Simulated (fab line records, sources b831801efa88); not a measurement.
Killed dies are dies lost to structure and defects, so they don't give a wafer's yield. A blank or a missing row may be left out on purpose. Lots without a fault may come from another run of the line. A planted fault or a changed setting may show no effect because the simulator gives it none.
Which tool did it? | flow gf180mcu | 12 lots, 36 wafers sampled, at 6 steps of a route of 602

WHAT THE GAUGES READ, wafer by wafer
GF_POLY_GATE_CD_MEAS_10: target cd 280 nm. Usual: cd_nm 280.2 nm, standard deviation 1.4.
lot  | measured     | on        | cd_nm (nm)        | flag
L346 | day 9 08:59  | cd_sem-01 | 282.7 281.8 282.6 |
L347 | day 9 13:43  | cd_sem-01 | 280.9 282.1 280.7 |
L349 | day 10 03:20 | cd_sem-02 | 280.7 281.4 280.9 |
L351 | day 10 16:10 | cd_sem-02 | 278.3 278.2 277.9 |
L352 | day 10 22:30 | cd_sem-02 | 278.5 278.8 277.9 |
L353 | day 11 10:32 | cd_sem-01 | 278.6 279.4 279.1 |
L358 | day 12 20:40 | cd_sem-02 | 283.4 281.8 282.5 |
L362 | day 14 00:05 | cd_sem-02 | 280.3 281.8 279.9 |
L363 | day 14 07:41 | cd_sem-02 | 279.8 278.6 279.5 |
L365 | day 14 23:44 | cd_sem-01 | 280.8 280.5 279.2 |
L366 | day 15 09:50 | cd_sem-02 | 280.2 281.0 279.9 |
L367 | day 15 16:38 | cd_sem-01 | 282.0 281.2 279.5 |

GF_HV_LDD_TW_MEAS_38. Usual: HV_LDD_3_TW 1428, standard deviation 7.7.
lot  | measured     | on            | HV_LDD_3_TW    | flag
L346 | day 11 20:46 | film_metro-01 | 1416 1424 1419 |
L347 | day 12 00:52 | film_metro-01 | 1426 1422 1428 |
L349 | day 12 15:43 | film_metro-02 | 1419 1425 1424 |
L351 | day 13 04:48 | film_metro-04 | 1522 1531 1530 | OFF
L352 | day 13 12:20 | film_metro-01 | 1421 1415 1416 |
L353 | day 14 01:04 | film_metro-02 | 1535 1536 1530 | OFF
L358 | day 15 12:44 | film_metro-04 | 1532 1538 1537 | OFF
L362 | day 16 21:07 | film_metro-02 | 1431 1435 1433 |
L363 | day 17 10:22 | film_metro-02 | 1424 1431 1427 |
L365 | day 17 23:28 | film_metro-01 | 1419 1419 1426 |
L366 | day 18 09:34 | film_metro-02 | 1444 1449 1444 |
L367 | day 18 18:38 | film_metro-01 | 1424 1421 1427 |

GF_HV_LDD_RS_MEAS_53: measures by four-point-probe. Usual: HV_LDD_RS 417.6 ohm/sq, standard deviation 1.2.
lot  | measured     | on            | HV_LDD_RS (ohm/sq) | flag
L346 | day 12 16:23 | film_metro-02 | 417.8 419.3 417.1  |
L347 | day 12 20:57 | film_metro-02 | 417.5 419.3 418.2  |
L349 | day 13 12:32 | film_metro-01 | 416.4 415.8 416.0  |
L351 | day 14 00:59 | film_metro-02 | 399.1 398.8 398.7  | OFF
L352 | day 14 09:08 | film_metro-04 | 418.6 418.2 416.8  |
L353 | day 14 22:02 | film_metro-01 | 398.5 398.1 396.9  | OFF
L358 | day 16 10:59 | film_metro-01 | 396.8 396.5 396.7  | OFF
L362 | day 17 20:04 | film_metro-01 | 417.5 417.3 418.5  |
L363 | day 18 09:43 | film_metro-01 | 415.4 417.0 416.5  |
L365 | day 18 23:46 | film_metro-02 | 419.2 419.9 418.2  |
L366 | day 19 09:59 | film_metro-04 | 417.9 417.3 417.1  |
L367 | day 19 19:32 | film_metro-04 | 418.6 418.5 418.9  |

WHICH TOOL RAN EACH LOT (tool, then ch and the chambers of the sampled wafers, then the start)
lot  | GF_POLY_GATE_PEB_08                          | GF_HV_LDD_IMPLANT_35            | GF_HV_LDD_STRIP_49
L346 | litho_track-02 ch 0, day 9 08:59 or earlier  | implanter-01 ch 0, day 11 20:22 | plasma_asher-01 ch 0,1, day 12 16:07
L347 | litho_track-03 ch 0, day 9 13:43 or earlier  | implanter-01 ch 0, day 12 00:28 | plasma_asher-03 ch 0,1, day 12 20:37
L349 | litho_track-03 ch 0, day 10 03:20 or earlier | implanter-01 ch 0, day 12 15:20 | plasma_asher-01 ch 0,1, day 13 12:15
L351 | litho_track-02 ch 0, day 10 16:10 or earlier | implanter-02 ch 0, day 13 04:06 | plasma_asher-01 ch 0,1, day 14 00:42
L352 | litho_track-03 ch 0, day 10 22:30 or earlier | implanter-01 ch 0, day 13 11:58 | plasma_asher-01 ch 0,1, day 14 08:51
L353 | litho_track-02 ch 0, day 11 10:32 or earlier | implanter-02 ch 0, day 14 00:13 | plasma_asher-04 ch 0,1, day 14 21:46
L358 | litho_track-03 ch 0, day 12 20:40 or earlier | implanter-01 ch 0, day 15 12:01 | plasma_asher-04 ch 0, day 16 10:43
L362 | litho_track-03 ch 0, day 14 00:05 or earlier | implanter-03 ch 0, day 16 20:43 | plasma_asher-03 ch 0,1, day 17 19:46
L363 | litho_track-02 ch 0, day 14 07:41 or earlier | implanter-01 ch 0, day 17 09:58 | plasma_asher-04 ch 0,1, day 18 09:27
L365 | litho_track-04 ch 0, day 14 23:44 or earlier | implanter-02 ch 0, day 17 23:05 | plasma_asher-04 ch 0,1, day 18 23:28
L366 | litho_track-02 ch 0, day 15 09:50 or earlier | implanter-01 ch 0, day 18 09:10 | plasma_asher-04 ch 0,1, day 19 09:43
L367 | litho_track-02 ch 0, day 15 16:38 or earlier | implanter-01 ch 0, day 18 18:17 | plasma_asher-03 ch 0,1, day 19 19:14
- GF_POLY_GATE_PEB_08: peb time 91.92 s.
- GF_HV_LDD_IMPLANT_35
- GF_HV_LDD_STRIP_49: strips in O2/N2.

WHAT THE TOOLS THEMSELVES READ (means of the sampled wafers that have a number; where no wafer has one, the mark that the record gives instead)
GF_POLY_GATE_PEB_08. Usual: chill_plate_temp_C 22.96 C, standard deviation 0.11; heater_power_total_W 85.74 W, standard deviation 0.087; plate_sensor_t_centre_C 136.13 C, standard deviation 0.0092; plate_sensor_t_edge_C 136.29 C, standard deviation 0.011.
lot  | tool           | chill_plate_temp_C (C) | heater_power_total_W (W) | plate_sensor_t_centre_C (C) | plate_sensor_t_edge_C (C) | flag
L346 | litho_track-02 | 22.93                  | 85.67                    | 136.14                      | 136.29                    |
L347 | litho_track-03 | 22.83                  | 85.75                    | 136.13                      | 136.30                    |
L349 | litho_track-03 | 23.04                  | 85.63                    | 136.12                      | 136.29                    |
L351 | litho_track-02 | 23.01                  | 85.72                    | 136.12                      | 136.29                    |
L352 | litho_track-03 | 23.00                  | 85.69                    | 136.14                      | 136.30                    |
L353 | litho_track-02 | 23.11                  | 85.77                    | 136.13                      | 136.30                    |
L358 | litho_track-03 | 22.99                  | 85.71                    | 136.13                      | 136.29                    |
L362 | litho_track-03 | 22.93                  | 85.68                    | 136.13                      | 136.29                    |
L363 | litho_track-02 | 22.95                  | 85.80                    | 136.12                      | 136.29                    |
L365 | litho_track-04 | 22.92                  | 85.72                    | 136.12                      | 136.31                    |
L366 | litho_track-02 | 22.92                  | 85.74                    | 136.13                      | 136.30                    |
L367 | litho_track-02 | 23.04                  | 85.79                    | 136.13                      | 136.29                    |

GF_HV_LDD_IMPLANT_35. Usual: dose_ions_cm2 7.5e+12, standard deviation 8.2e+09.
lot  | tool         | dose_ions_cm2 | flag
L346 | implanter-01 | 7.5e+12       |
L347 | implanter-01 | 7.5e+12       |
L349 | implanter-01 | 7.5e+12       |
L351 | implanter-02 | 7.5e+12       |
L352 | implanter-01 | 7.5e+12       |
L353 | implanter-02 | 7.5e+12       |
L358 | implanter-01 | 7.5e+12       |
L362 | implanter-03 | 7.5e+12       |
L363 | implanter-01 | 7.5e+12       |
L365 | implanter-02 | 7.5e+12       |
L366 | implanter-01 | 7.5e+12       |
L367 | implanter-01 | 7.5e+12       |

GF_HV_LDD_STRIP_49. Usual: drypump_motor_current_A 5.6 A, standard deviation 0.46; heater_power_w 315 W, standard deviation 22; oes_product_au 0.716 a.u., standard deviation 0.0048; strip_time_to_endpoint_s 12.65 s, standard deviation 0.037.
lot  | tool            | drypump_motor_current_A (A) | heater_power_w (W) | oes_product_au (a.u.) | strip_time_to_endpoint_s (s) | flag
L346 | plasma_asher-01 | 6.1                         | 290                | 0.712                 | 12.66                        |
L347 | plasma_asher-03 | 5.2                         | 337                | 0.715                 | 12.62                        |
L349 | plasma_asher-01 | 5.9                         | 295                | 0.720                 | 12.67                        |
L351 | plasma_asher-01 | 6.1                         | 291                | 0.716                 | 12.63                        |
L352 | plasma_asher-01 | 6.1                         | 291                | 0.716                 | 12.58                        |
L353 | plasma_asher-04 | 5.3                         | 312                | 0.713                 | 12.63                        |
L358 | plasma_asher-04 | 5.1                         | 301                | 0.714                 | 12.69                        |
L362 | plasma_asher-03 | 5.6                         | 342                | 0.720                 | 12.60                        |
L363 | plasma_asher-04 | 5.3                         | 312                | 0.717                 | 12.62                        |
L365 | plasma_asher-04 | 5.4                         | 325                | 0.715                 | 12.66                        |
L366 | plasma_asher-04 | 5.3                         | 314                | 0.711                 | 12.66                        |
L367 | plasma_asher-03 | 5.6                         | 345                | 0.720                 | 12.65                        |

THE ANSWER, worked out from the rows above alone
Rule: a lot is off if the mean of its wafers that have a number lies more than 3 standard deviations from the usual mean. A lot without any number at a reading at which 4 lots or more have one is off too. The other lots that the step has rows for count as sound. The gauges are gone through in route order, then the tools' own readings, and for those a lot's mean is taken as printed above. The first step at which some lot is off is used, and at that step the reading that is off furthest; a lot without a number counts as furthest.
Off: L351, L353, L358, at GF_HV_LDD_TW_MEAS_38 (HV_LDD_3_TW).
A tool fits if, at a process step before that reading, it ran every lot that is off, and no sound lot after the first of them. The gauges at GF_HV_LDD_TW_MEAS_38 are tried like those tools. GF_POLY_GATE_PEB_08 gives no start for some lots, so the hours and the order of its lots are those of GF_POLY_GATE_CD_MEAS_10. None of those tried fits.

WHAT THE SIMULATOR HAD PUT IN
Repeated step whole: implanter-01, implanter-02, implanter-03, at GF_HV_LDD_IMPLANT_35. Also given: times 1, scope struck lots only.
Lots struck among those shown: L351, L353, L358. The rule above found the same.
